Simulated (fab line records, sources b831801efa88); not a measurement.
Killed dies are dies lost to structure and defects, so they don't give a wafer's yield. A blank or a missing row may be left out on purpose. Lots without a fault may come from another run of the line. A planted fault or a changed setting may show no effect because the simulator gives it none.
Which tool did it? | flow gf180mcu | 6 lots, 16 wafers sampled, at 2 steps of a route of 602

WHAT THE GAUGES READ, wafer by wafer
GF_TOP_METAL_RS_MEAS_05: measures by four-point-probe.
lot  | measured     | on            | TOP_METAL_ALCU_RS (ohm/sq)
L817 | day 27 17:38 | film_metro-03 | 0.0326 0.0332 0.0323
L820 | day 28 23:47 | film_metro-01 | 0.0330 0.0321 0.0325
L826 | day 30 14:49 | film_metro-03 | 0.0324
L829 | day 31 11:53 | film_metro-01 | 0.0328 0.0329 0.0328
L834 | day 32 15:06 | film_metro-01 | 0.0326 0.0324 0.0329
L837 | day 33 06:56 | film_metro-02 | 0.0318 0.0324 0.0322

WHICH TOOL RAN EACH LOT (tool, then ch and the chambers of the sampled wafers, then the start)
lot  | GF_M5_STRIP_11
L817 | plasma_asher-02 ch 0,1, day 26 18:46
L820 | plasma_asher-01 ch 0,1, day 28 00:58
L826 | plasma_asher-02 ch 1, day 29 17:10
L829 | plasma_asher-02 ch 0,1, day 30 14:25
L834 | plasma_asher-02 ch 0,1, day 31 19:27
L837 | plasma_asher-01 ch 0,1, day 32 10:59
- GF_M5_STRIP_11: strips in O2/N2.

THE ANSWER, worked out from the rows above alone
Rule: what is usual is taken from the lots themselves. Put in order of their means at a reading, lots are off if they are a third of the lots or fewer, leave a main group of 4 or more, and stand apart from it by a gap of 3 or more times the standard deviation of the main group's means; of several such gaps the widest counts. A main group whose means are all the same, to the digits that the tables above print for the reading, isn't used. A lot without any number at a reading at which 4 lots or more have one is off too. The other lots that the step has rows for count as sound.
No lot is off at any reading shown: from this, nothing can be told.

WHAT THE SIMULATOR HAD PUT IN
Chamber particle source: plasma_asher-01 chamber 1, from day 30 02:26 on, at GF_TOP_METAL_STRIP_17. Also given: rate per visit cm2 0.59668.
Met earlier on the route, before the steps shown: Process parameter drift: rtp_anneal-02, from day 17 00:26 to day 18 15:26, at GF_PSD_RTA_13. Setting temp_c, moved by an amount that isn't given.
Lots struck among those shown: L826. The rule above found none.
